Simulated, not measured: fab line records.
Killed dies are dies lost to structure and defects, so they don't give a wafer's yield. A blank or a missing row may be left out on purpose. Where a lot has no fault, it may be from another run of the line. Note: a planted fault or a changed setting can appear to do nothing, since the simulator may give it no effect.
Matching of chambers || flow sky130 || 4 sister chambers for SKY_VIA3_CMP_24 on cmp-01
The step polishes, stops on SiO2, t overpolish 20 s, target thk 0 nm. 4 wafers are shown with their chamber, then 8 later ones without.

WAFERS PAIRED WITH THEIR CHAMBERS
{"wafer": "L080.3", "chamber": 1, "motor_current_A (A)": 11.1}
{"wafer": "L083.1", "chamber": 0, "motor_current_A (A)": 12.2}
{"wafer": "L086.5", "chamber": 2, "motor_current_A (A)": 8.9}
{"wafer": "L087.1", "chamber": 3, "motor_current_A (A)": 11.4}

WAFERS WHOSE CHAMBER IS MISSING
{"wafer": "L087.2", "motor_current_A (A)": 11.3}
{"wafer": "L087.4", "motor_current_A (A)": 9.1}
{"wafer": "L089.1", "motor_current_A (A)": 9.0}
{"wafer": "L089.4", "motor_current_A (A)": 11.2}
{"wafer": "L089.6", "motor_current_A (A)": 11.2}
{"wafer": "L094.3", "motor_current_A (A)": 10.7}
{"wafer": "L094.5", "motor_current_A (A)": 11.8}
{"wafer": "L094.6", "motor_current_A (A)": 8.5}

THE CHAMBER EACH PASSED THROUGH
{"wafer": "L087.2", "from the rows above": "can't be placed: 3 or 1", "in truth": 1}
{"wafer": "L087.4", "from the rows above": 2, "in truth": 2}
{"wafer": "L089.1", "from the rows above": 2, "in truth": 2}
{"wafer": "L089.4", "from the rows above": "can't be placed: 1 or 3", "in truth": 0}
{"wafer": "L089.6", "from the rows above": "can't be placed: 1 or 3", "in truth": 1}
{"wafer": "L094.3", "from the rows above": "can't be placed: 1 or 3", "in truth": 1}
{"wafer": "L094.5", "from the rows above": "can't be placed: 0 or 3 or 1", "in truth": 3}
{"wafer": "L094.6", "from the rows above": 2, "in truth": 2}
Correctly placed: 3 of 8. These rows do not allow placing 5 (true chamber among the candidates in 4). Wrongly placed: 0.
How it was worked out, from the rows above alone: a wafer's distance from a chamber is the root of the sum, over the readings, of the square of ((its reading less the chamber's mean) divided by the reading's scatter). If the next closest chamber is less than 2 further off than the closest, the wafer can't be placed; otherwise it belongs to the closest. For every chamber, the mean is computed from those of its wafers that are shown. The scatter (one wafer shown for each chamber): square how far every hidden wafer sits from the nearest shown wafer, average those squares and take the square root.
